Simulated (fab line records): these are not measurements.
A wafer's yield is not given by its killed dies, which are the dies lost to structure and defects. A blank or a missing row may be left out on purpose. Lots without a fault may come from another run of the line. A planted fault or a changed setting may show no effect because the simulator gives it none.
A lot that was struck, set against a sound lot    flow sky130    15 steps out of a route of 708
Sound: wafers L279.1, L279.5, L279.6. The struck wafers were L286.1, L286.2, L286.4. At the end, the cause is stated.
Per side, at each step with rows, come the tool, then ch with its chambers, and then its first start. Under that, the readings that differ: sound wafers    struck wafers    difference of the means    sigmas: that difference in standard deviations of wafers without a fault.
alike: same words and numbers on both sides, and readings whose means sit less than 2 such deviations apart. not compared: any withheld reading, any reading some wafer has no value for, any bound like >300 that may hide the same value, and any number with overlapping values for which the record gives no deviation.
A row with sigmas, a row that says differs or no value, or rows on one side alone: a step with any of these is where the two part. Numbers that don't overlap but have no deviation are shown without sigmas and don't part them. A reading missing from all wafers of one side parts the sides only when that side holds two or more wafers.

first, 6 steps without rows for these wafers: SKY_LDD_N_HMDS_01 (prime time 60 s); SKY_LDD_N_COAT_02 (resist thk 300 nm); SKY_LDD_N_SOFTBAKE_03 (time 60 s); SKY_LDD_N_EXPOSE_04 (exposes mask NTM, target cd 840 nm); SKY_LDD_N_PEB_05; SKY_LDD_N_DEVELOP_06 (develop time 60 s).
SKY_LDD_N_OVL_MEAS_07:
  sound: overlay-01 at day 20 15:33; struck: overlay-02 at day 23 12:57
  alike: LDD_N_OVL
then, 5 steps without rows for these wafers: SKY_LDD_N_IMPLANT_08; SKY_LDD_N_IMPLANT_09; SKY_LDD_N_IMPLANT_10; SKY_LDD_N_IMPLANT_11; SKY_LDD_N_IMPLANT_12.
SKY_LDD_N_IMPLANT_13:
  sound on implanter-03 ch 0, day 20 16:20; struck on implanter-03 ch 0, day 23 13:44
reading                 sound                 struck                difference  sigmas
rotation_deg (degrees)  89.955 89.961 89.911  281.60 281.62 281.66  +191.68     +99 or more
following that, these wafers have no rows for 1 step: SKY_LDD_N_IMPLANT_14.
-- record jumps: 27 days separate the struck wafers' starts on either side; left off in module LDD_N, taken up again in module PAD_OPEN, whose first shown step is the route's number 708 --
SKY_PAD_OPEN_PROBE_99:
  sound: prober-02 at day 48 16:25; struck: prober-02 at day 50 13:37
reading                                     sound                 struck                difference  sigmas
killed_at_contacts                          19 17 20              24 31 33              +11         +2
killed_at_front_end                         28 24 20              15 16 16              -8          -2
model.etest.nfet_01v8_turned.vt_sat_v (V)   0.6657 0.6581 0.6594  0.7099 0.6944 0.7058  +0.0423     
model.etest.nfet_01v8_swapped.vt_sat_v (V)  0.6622 0.658 0.6576   0.6355 0.6195 0.6309  -0.0306     
  alike: killed_at_M0_to_M3, killed_at_M4_up, killed_at_other, killed_dies, killed_open, killed_short
  not compared: model.etest.nfet_01v8_turned.vt_v

== WHERE THEY PART ==
At SKY_LDD_N_IMPLANT_13 first; at SKY_PAD_OPEN_PROBE_99 last (within this record only).

WHY: what the simulator had put in
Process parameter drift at SKY_LDD_N_IMPLANT_13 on implanter-03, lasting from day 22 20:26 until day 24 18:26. Setting rotation_deg, moved by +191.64, from 90. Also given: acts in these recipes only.
